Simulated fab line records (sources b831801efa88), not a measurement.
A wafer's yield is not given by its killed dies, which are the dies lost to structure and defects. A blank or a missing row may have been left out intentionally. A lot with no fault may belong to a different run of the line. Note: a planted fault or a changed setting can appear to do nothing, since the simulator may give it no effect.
Which tool did it? + flow sky130 + Sampling: 11 lots, 33 wafers, 5 of 708 route steps

WHAT EACH GAUGE READ, for each wafer
SKY_SONOS_ONO_THK_MEAS_05. Usual: SONOS_ONO_CVD_04_THK gives 5.70 nm (standard deviation 0.11).
| lot  | measured     | on            | SONOS_ONO_CVD_04_THK (nm) | flag |
|------|--------------|---------------|---------------------------|------|
| L800 | day 12 03:44 | film metro-04 | 5.62 5.60 5.56            |      |
| L801 | day 12 14:23 | film metro-04 | 5.84 5.78 5.74            |      |
| L802 | day 12 23:47 | film metro-03 | 5.83 5.87 5.87            |      |
| L806 | day 14 13:17 | film metro-03 | 5.66 5.83 5.78            |      |
| L807 | day 14 13:16 | film metro-01 | 5.90 5.71 5.90            |      |
| L808 | day 15 03:34 | film metro-01 | 8.22 8.23 8.25            | OFF  |
| L809 | day 15 16:47 | film metro-04 | 8.39 8.45 8.35            | OFF  |
| L810 | day 15 16:47 | film metro-01 | 8.40 8.35 8.45            | OFF  |
| L819 | day 18 16:19 | film metro-03 | 5.54 5.69 5.71            |      |
| L820 | day 19 16:38 | film metro-01 | 5.86 5.87 5.98            |      |
| L821 | day 19 16:38 | film metro-04 | 5.78 5.88 5.78            |      |

SKY_SD_P_OVL_MEAS_08. Usual: SD_P_OVL gives -0.4 nm (standard deviation 1.3).
| lot  | measured     | on         | SD_P_OVL (nm)  | flag |
|------|--------------|------------|----------------|------|
| L800 | day 25 23:17 | overlay-02 | -1.8 -1.1 0.2  |      |
| L801 | day 27 07:29 | overlay-01 | 2.8 -0.3 1.4   |      |
| L802 | day 27 04:26 | overlay-01 | -1.5 -3.5 -1.1 |      |
| L806 | day 28 16:08 | overlay-01 | 2.4 -0.3 -0.1  |      |
| L807 | day 28 20:07 | overlay-01 | -2.6 -2.8 -1.9 |      |
| L808 | day 29 16:25 | overlay-01 | 0.7 -1.7 -0.9  |      |
| L809 | day 29 22:51 | overlay-01 | -2.1 -1.9 -2.9 |      |
| L810 | day 29 22:20 | overlay-01 | 0.0 0.2 -2.0   |      |
| L819 | day 32 15:41 | overlay-01 | 0.1 1.5 1.7    |      |
| L820 | day 33 12:31 | overlay-01 | 1.1 -0.8 0.9   |      |
| L821 | day 33 16:47 | overlay-01 | 1.2 -1.0 -0.2  |      |

SKY_RES_XHIGH_TW_MEAS_09. Usual: RES_XHIGH_TW gives 1643 (standard deviation 16).
| lot  | measured     | on            | RES_XHIGH_TW   | flag |
|------|--------------|---------------|----------------|------|
| L800 | day 27 04:46 | film metro-04 | 1636 1619 1624 |      |
| L801 | day 28 13:04 | film metro-02 | 1650 1652 1656 |      |
| L802 | day 28 09:26 | film metro-04 | 1640 1639 1629 |      |
| L806 | day 29 21:14 | film metro-03 | 1652 1657 1654 |      |
| L807 | day 30 00:25 | film metro-02 | 1655 1660 1651 |      |
| L808 | day 30 20:26 | film metro-03 | 1648 1651 1646 |      |
| L809 | day 31 03:10 | film metro-02 | 1667 1650 1658 |      |
| L810 | day 31 02:04 | film metro-03 | 1639 1641 1641 |      |
| L819 | day 33 19:12 | film metro-03 | 1643 1647 1645 |      |
| L820 | day 34 15:25 | film metro-03 | 1660 1654 1660 |      |
| L821 | day 34 20:02 | film metro-03 | 1650 1656 1652 |      |

WHICH TOOL RAN EACH LOT (tool, then ch and the chambers of the sampled wafers, then the start)
| lot  | SKY_SONOS_ONO_CVD_04        | SKY_GATE_OXIDE_STRIP_13              |
|------|-----------------------------|--------------------------------------|
| L800 | lpcvd-03 ch 1, day 12 02:28 | plasma asher-01 ch 0,1, day 14 06:59 |
| L801 | lpcvd-03 ch 1, day 12 13:07 | plasma asher-03 ch 0,1, day 14 23:22 |
| L802 | lpcvd-03 ch 1, day 12 22:30 | plasma asher-04 ch 0,1, day 15 11:11 |
| L806 | lpcvd-03 ch 0, day 14 12:01 | plasma asher-01 ch 0,1, day 16 23:23 |
| L807 | lpcvd-03 ch 0, day 14 12:01 | plasma asher-03 ch 0,1, day 17 00:00 |
| L808 | lpcvd-03 ch 1, day 15 02:18 | plasma asher-04 ch 0,1, day 17 14:02 |
| L809 | lpcvd-03 ch 1, day 15 15:32 | plasma asher-03 ch 0,1, day 18 04:06 |
| L810 | lpcvd-03 ch 0, day 15 15:32 | plasma asher-01 ch 0,1, day 18 04:05 |
| L819 | lpcvd-03 ch 0, day 18 14:25 | plasma asher-03 ch 0,1, day 21 07:29 |
| L820 | lpcvd-03 ch 1, day 19 15:23 | plasma asher-03 ch 1, day 22 07:28   |
| L821 | lpcvd-03 ch 1, day 19 15:23 | plasma asher-04 ch 0,1, day 22 08:06 |
- SKY_SONOS_ONO_CVD_04: deposits SiO2 from SiH4/N2O, target thk 5.7199 nm.
- SKY_GATE_OXIDE_STRIP_13: strips in O2/N2.

WHAT THE TOOLS THEMSELVES READ (means of the sampled wafers that have a number; where no wafer has one, the mark that the record gives instead)
SKY_SONOS_ONO_CVD_04. Usual: spike tc bottom C 922.8 C, standard deviation 2.8; spike tc centre C 901.8 C, standard deviation 0.96; spike tc lower C 901.0 C, standard deviation 1.6; spike tc top C 908.1 C, standard deviation 1.7; spike tc upper C 899.8 C, standard deviation 1.3; susceptor temp C 900.0 C, standard deviation 0.41; zone power bottom pct 27.6 %, standard deviation 0.4; zone power centre pct 18.98 %, standard deviation 0.26; zone power upper pct 15.18 %, standard deviation 0.21.
| lot  | tool     | spike tc bottom C (C) | spike tc centre C (C) | spike tc lower C (C) | spike tc top C (C) | spike tc upper C (C) | susceptor temp C (C) | zone power bottom pct (%) | zone power centre pct (%) | zone power upper pct (%) | flag |
|------|----------|-----------------------|-----------------------|----------------------|--------------------|----------------------|----------------------|---------------------------|---------------------------|--------------------------|------|
| L800 | lpcvd-03 | 924.7                 | 902.8                 | 902.6                | 909.8              | 898.2                | 899.9                | 27.0                      | 18.94                     | 15.16                    |      |
| L801 | lpcvd-03 | 925.2                 | 902.0                 | 901.2                | 908.3              | 898.9                | 900.9                | 27.0                      | 19.02                     | 14.90                    |      |
| L802 | lpcvd-03 | 924.7                 | 902.5                 | 902.3                | 909.2              | 898.2                | 899.5                | 27.3                      | 19.02                     | 15.06                    |      |
| L806 | lpcvd-03 | 919.2                 | 901.9                 | 900.3                | 907.1              | 899.9                | 899.8                | 27.8                      | 18.62                     | 15.27                    |      |
| L807 | lpcvd-03 | 919.2                 | 902.0                 | 899.0                | 906.5              | 901.4                | 900.1                | 27.7                      | 18.84                     | 15.41                    |      |
| L808 | lpcvd-03 | 950.0                 | 926.5                 | 926.8                | 933.9              | 923.6                | 924.3                | 29.1                      | 20.07                     | 16.05                    | OFF  |
| L809 | lpcvd-03 | 948.0                 | 926.5                 | 926.0                | 934.5              | 923.6                | 924.8                | 29.0                      | 20.45                     | 15.92                    | OFF  |
| L810 | lpcvd-03 | 945.2                 | 927.7                 | 923.4                | 930.6              | 924.9                | 924.4                | 29.8                      | 20.08                     | 16.41                    | OFF  |
| L819 | lpcvd-03 | 919.9                 | 901.6                 | 899.4                | 906.7              | 901.6                | 899.7                | 28.0                      | 18.80                     | 15.24                    |      |
| L820 | lpcvd-03 | 925.2                 | 901.7                 | 901.7                | 909.5              | 900.1                | 899.6                | 27.5                      | 19.12                     | 15.10                    |      |
| L821 | lpcvd-03 | 924.7                 | 901.5                 | 902.3                | 910.2              | 899.9                | 899.7                | 27.6                      | 19.02                     | 15.09                    |      |

SKY_GATE_OXIDE_STRIP_13. Usual: drypump motor current A 6.0 A, standard deviation 0.47; o2 flow sccm 2999 sccm, standard deviation 8.3; oes product au 0.715 a.u., standard deviation 0.0046; strip time to endpoint s 14.17 s, standard deviation 0.039.
| lot  | tool            | drypump motor current A (A) | o2 flow sccm (sccm) | oes product au (a.u.) | strip time to endpoint s (s) | flag |
|------|-----------------|-----------------------------|---------------------|-----------------------|------------------------------|------|
| L800 | plasma asher-01 | 5.6                         | 3004                | 0.713                 | 14.21                        |      |
| L801 | plasma asher-03 | 5.9                         | 2992                | 0.711                 | 14.14                        |      |
| L802 | plasma asher-04 | 6.2                         | 2992                | 0.719                 | 14.18                        |      |
| L806 | plasma asher-01 | 6.0                         | 2998                | 0.712                 | 14.16                        |      |
| L807 | plasma asher-03 | 5.9                         | 3003                | 0.716                 | 14.21                        |      |
| L808 | plasma asher-04 | 5.7                         | 2999                | 0.713                 | 14.14                        |      |
| L809 | plasma asher-03 | 6.1                         | 2992                | 0.722                 | 14.18                        |      |
| L810 | plasma asher-01 | 6.0                         | 3003                | 0.718                 | 14.13                        |      |
| L819 | plasma asher-03 | 5.9                         | 3000                | 0.716                 | 14.20                        |      |
| L820 | plasma asher-03 | 5.7                         | 2998                | 0.716                 | 14.26                        |      |
| L821 | plasma asher-04 | 5.7                         | 2991                | 0.718                 | 14.08                        |      |

THE ANSWER, worked out from the rows above alone
Rule: take the mean of a lot's wafers that have a number; if it is more than 3 standard deviations from the usual mean, the lot is off. A lot without any number at a reading at which 4 lots or more have one is off too. The other lots that the step has rows for count as sound. The gauges are gone through in route order, then the tools' own readings, and for those a lot's mean is taken as printed above. At the first step where some lot is off, the reading lying furthest off is the one used; lots without a number count as furthest.
Off: L808, L809, L810, seen at SKY_SONOS_ONO_THK_MEAS_05 (SONOS_ONO_CVD_04_THK).
If a tool, at a process step before that reading, ran all the lots that are off and no sound lot after the first of them, it fits. Not tried: the gauges at SKY_SONOS_ONO_THK_MEAS_05; whatever is off there is also off at SKY_SONOS_ONO_CVD_04, on other tools, and gauge error can't account for it. None of those tried fits.

WHAT WAS PUT IN BY THE SIMULATOR
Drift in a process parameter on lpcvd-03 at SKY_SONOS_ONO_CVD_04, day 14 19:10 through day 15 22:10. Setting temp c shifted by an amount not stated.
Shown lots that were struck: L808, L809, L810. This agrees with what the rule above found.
